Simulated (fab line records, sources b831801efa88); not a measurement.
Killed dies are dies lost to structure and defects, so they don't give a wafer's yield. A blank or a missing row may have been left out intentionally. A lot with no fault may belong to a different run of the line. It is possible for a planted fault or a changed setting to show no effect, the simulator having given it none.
Matching of chambers + flow gf180mcu + cmp-02 running GF_CONTACT_CMP_04: 3 sister chambers
The step polishes SiO2. 6 wafers are shown with their chamber, then 4 later ones without.

EACH WAFER AND ITS CHAMBER
| wafer  | chamber | motorCurrentA (A) | timeToEndpointS (s) |
|--------|---------|-------------------|---------------------|
| L421.6 | 1       | 12.5              | 113                 |
| L422.4 | 0       | 13.8              | 123                 |
| L422.5 | 2       | 13.9              | 115                 |
| L422.6 | 1       | 12.8              | 112                 |
| L425.3 | 2       | 13.8              | 109                 |
| L425.4 | 0       | 14.0              | 120                 |

WAFERS WITHOUT THEIR CHAMBER
| wafer  | motorCurrentA (A) | timeToEndpointS (s) |
|--------|-------------------|---------------------|
| L425.5 | 12.9              | 116                 |
| L435.4 | 13.0              | 111                 |
| L435.6 | 13.3              | 115                 |
| L438.3 | 13.4              | 99                  |

THE CHAMBER EACH PASSED THROUGH
| wafer  | from the rows above          | in truth |
|--------|------------------------------|----------|
| L425.5 | 1                            | 1        |
| L435.4 | 1                            | 1        |
| L435.6 | can't be placed: 2 or 1 or 0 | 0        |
| L438.3 | can't be placed: 2 or 1      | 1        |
Correctly placed: 2 of 4. Can't be placed from these rows: 2 (the true chamber is among the candidates in 2). Wrongly placed: 0.
How it was worked out, from the rows above alone: a wafer's distance from a chamber is the root of the sum, over the readings, of the square of ((its reading less the chamber's mean) divided by the reading's scatter). The wafer belongs to the nearest chamber; if the next one is less than 2 further off, it can't be placed. A chamber's mean is the mean of its shown wafers. The scatter: the root of (the sum of the squares of (reading less its chamber's mean) over the shown wafers, divided by (wafers less chambers)).
